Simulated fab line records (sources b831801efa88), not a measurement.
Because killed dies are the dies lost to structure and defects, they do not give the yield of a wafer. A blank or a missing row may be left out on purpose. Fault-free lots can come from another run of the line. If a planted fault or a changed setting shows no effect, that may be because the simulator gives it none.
Matching of chambers :: flow gf180mcu :: cmp-02 running GF_V2_CMP_04: 4 sister chambers
The step polishes SiO2. 22 wafers are shown with their chamber, then 11 later ones without.

WAFERS PAIRED WITH THEIR CHAMBERS
wafer: L074.2
chamber: 2
motor current A (A): 11.5
platen rpm (rpm): 59.97
time to endpoint s (s): 71

wafer: L074.3
chamber: 3
motor current A (A): 11.1
platen rpm (rpm): 60.05
time to endpoint s (s): 64

wafer: L074.5
chamber: 0
motor current A (A): 12.6
platen rpm (rpm): 60.00
time to endpoint s (s): 74

wafer: L078.3
chamber: 3
motor current A (A): 12.0
platen rpm (rpm): 59.97
time to endpoint s (s): 70

wafer: L078.4
chamber: 2
motor current A (A): 11.4
platen rpm (rpm): 60.00
time to endpoint s (s): 78

wafer: L078.5
chamber: 2
motor current A (A): 10.9
platen rpm (rpm): 59.97
time to endpoint s (s): 81

wafer: L085.4
chamber: 2
motor current A (A): 11.1
platen rpm (rpm): 60.02
time to endpoint s (s): 80

wafer: L085.5
chamber: 0
motor current A (A): 13.2
platen rpm (rpm): 60.07
time to endpoint s (s): 90

wafer: L085.6
chamber: 1
motor current A (A): 10.7
platen rpm (rpm): 60.05
time to endpoint s (s): 80

wafer: L086.1
chamber: 0
motor current A (A): 12.9
platen rpm (rpm): 60.01
time to endpoint s (s): 83

wafer: L086.2
chamber: 3
motor current A (A): 11.9
platen rpm (rpm): 60.00
time to endpoint s (s): 75

wafer: L086.5
chamber: 3
motor current A (A): 11.3
platen rpm (rpm): 59.98
time to endpoint s (s): 81

wafer: L087.1
chamber: 0
motor current A (A): 12.6
platen rpm (rpm): 59.97
time to endpoint s (s): 83

wafer: L087.3
chamber: 2
motor current A (A): 11.0
platen rpm (rpm): 59.95
time to endpoint s (s): 76

wafer: L087.5
chamber: 3
motor current A (A): 12.1
platen rpm (rpm): 59.99
time to endpoint s (s): 76

wafer: L089.1
chamber: 0
motor current A (A): 12.0
platen rpm (rpm): 60.05
time to endpoint s (s): 82

wafer: L089.2
chamber: 2
motor current A (A): 10.6
platen rpm (rpm): 60.01
time to endpoint s (s): 79

wafer: L089.3
chamber: 1
motor current A (A): 10.9
platen rpm (rpm): 60.07
time to endpoint s (s): 76

wafer: L091.3
chamber: 0
motor current A (A): 12.7
platen rpm (rpm): 59.95
time to endpoint s (s): 80

wafer: L091.4
chamber: 3
motor current A (A): 12.1
platen rpm (rpm): 59.97
time to endpoint s (s): 80

wafer: L091.6
chamber: 0
motor current A (A): 12.3
platen rpm (rpm): 59.96
time to endpoint s (s): 86

wafer: L092.1
chamber: 0
motor current A (A): 12.5
platen rpm (rpm): 60.02
time to endpoint s (s): 81

SIGNATURES (means of the wafers above)
reading: motor current A
chamber 0: 12.600
chamber 1: 10.800
chamber 2: 11.083
chamber 3: 11.750
scatter within a chamber: 0.368

reading: platen rpm
chamber 0: 60.0037
chamber 1: 60.0600
chamber 2: 59.9867
chamber 3: 59.9933
scatter within a chamber: 0.0344

reading: time to endpoint s
chamber 0: 82.38
chamber 1: 78.00
chamber 2: 77.50
chamber 3: 74.33
scatter within a chamber: 4.88
Rule: for a wafer and a chamber, the distance is found by dividing, reading by reading, the gap between the wafer's reading and the chamber's mean by the reading's scatter, squaring, summing and taking the root. The wafer belongs to the nearest chamber; if the next one is less than 2 further off, it can't be placed. The scatter is the square root of a quotient: the sum, over the shown wafers, of each reading's squared deviation from its chamber's mean, divided by wafers minus chambers.

WAFERS MISSING THEIR CHAMBER
wafer: L092.2
motor current A (A): 11.0
platen rpm (rpm): 59.97
time to endpoint s (s): 76

wafer: L092.4
motor current A (A): 11.4
platen rpm (rpm): 59.98
time to endpoint s (s): 82

wafer: L095.2
motor current A (A): 12.6
platen rpm (rpm): 59.97
time to endpoint s (s): 82

wafer: L095.4
motor current A (A): 11.0
platen rpm (rpm): 59.95
time to endpoint s (s): 84

wafer: L095.6
motor current A (A): 11.1
platen rpm (rpm): 60.07
time to endpoint s (s): 80

wafer: L096.1
motor current A (A): 11.0
platen rpm (rpm): 60.02
time to endpoint s (s): 80

wafer: L096.2
motor current A (A): 12.3
platen rpm (rpm): 60.03
time to endpoint s (s): 88

wafer: L096.5
motor current A (A): 12.8
platen rpm (rpm): 60.08
time to endpoint s (s): 86

wafer: L097.1
motor current A (A): 12.9
platen rpm (rpm): 60.03
time to endpoint s (s): 82

wafer: L097.3
motor current A (A): 11.1
platen rpm (rpm): 59.91
time to endpoint s (s): 79

wafer: L097.6
motor current A (A): 12.8
platen rpm (rpm): 60.06
time to endpoint s (s): 84

WHICH CHAMBER EACH ONE RAN IN
wafer: L092.2
from the rows above: can't be placed: 2 or 3
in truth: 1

wafer: L092.4
from the rows above: can't be placed: 2 or 3 or 1
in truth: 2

wafer: L095.2
from the rows above: can't be placed: 0 or 3
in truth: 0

wafer: L095.4
from the rows above: can't be placed: 2 or 3 or 1
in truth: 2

wafer: L095.6
from the rows above: can't be placed: 1 or 2
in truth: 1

wafer: L096.1
from the rows above: can't be placed: 2 or 1 or 3
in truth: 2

wafer: L096.2
from the rows above: can't be placed: 0 or 3
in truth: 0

wafer: L096.5
from the rows above: 0
in truth: 0

wafer: L097.1
from the rows above: 0
in truth: 0

wafer: L097.3
from the rows above: can't be placed: 2 or 3
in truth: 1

wafer: L097.6
from the rows above: 0
in truth: 0
Correctly placed: 3 of 11. Cannot be placed on the basis of these rows: 8; the candidates contain the true chamber in 6. Number placed wrongly: 0.
